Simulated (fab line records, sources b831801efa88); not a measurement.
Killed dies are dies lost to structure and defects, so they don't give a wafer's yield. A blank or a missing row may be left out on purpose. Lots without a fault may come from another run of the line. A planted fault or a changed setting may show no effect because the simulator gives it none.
Which tool did it? | flow sky130 | 6 lots, 18 wafers sampled, at 3 steps of a route of 708

WHAT THE GAUGES READ, wafer by wafer
SKY_VIA2_RS_MEAS_22: measures by four-point-probe.
lot  | measured     | on            | VIA2_W_RS (ohm/sq)
L637 | day 36 15:38 | film_metro-02 | 0.269 0.265 0.268
L641 | day 38 06:16 | film_metro-01 | 0.269 0.278 0.273
L643 | day 38 13:02 | film_metro-03 | 0.273 0.274 0.268
L645 | day 39 04:39 | film_metro-03 | 0.268 0.272 0.269
L647 | day 40 00:06 | film_metro-02 | 0.270 0.269 0.273
L650 | day 40 15:11 | film_metro-01 | 0.271 0.272 0.273

WHICH TOOL RAN EACH LOT (tool, then ch and the chambers of the sampled wafers, then the start)
lot  | SKY_LI_CONTACT_PRE_CLEAN_18  | SKY_METAL2_DESCUM_17
L637 | pvd_sputter-04, day 29 12:13 | rie_metal-04 ch 0,1, day 35 10:56
L641 | pvd_sputter-03, day 31 06:20 | rie_metal-02 ch 0,1, day 37 02:35
L643 | pvd_sputter-03, day 31 12:17 | rie_metal-04 ch 1, day 37 09:01
L645 | pvd_sputter-03, day 32 05:29 | rie_metal-02 ch 0,1, day 38 00:41
L647 | pvd_sputter-02, day 33 04:08 | rie_metal-04 ch 0, day 38 21:20
L650 | pvd_sputter-04, day 33 19:20 | rie_metal-01 ch 0,1, day 39 12:59
- SKY_LI_CONTACT_PRE_CLEAN_18: time 5.6 s.
- SKY_METAL2_DESCUM_17: chemistry O2, time 8 s.

THE ANSWER, worked out from the rows above alone
Rule: what is usual is taken from the lots themselves. Put in order of their means at a reading, lots are off if they are a third of the lots or fewer, leave a main group of 4 or more, and stand apart from it by a gap of 3 or more times the standard deviation of the main group's means; of several such gaps the widest counts. A main group whose means are all the same, to the digits that the tables above print for the reading, isn't used. A lot without any number at a reading at which 4 lots or more have one is off too. The other lots that the step has rows for count as sound.
No lot is off at any reading shown: from this, nothing can be told.

WHAT THE SIMULATOR HAD PUT IN
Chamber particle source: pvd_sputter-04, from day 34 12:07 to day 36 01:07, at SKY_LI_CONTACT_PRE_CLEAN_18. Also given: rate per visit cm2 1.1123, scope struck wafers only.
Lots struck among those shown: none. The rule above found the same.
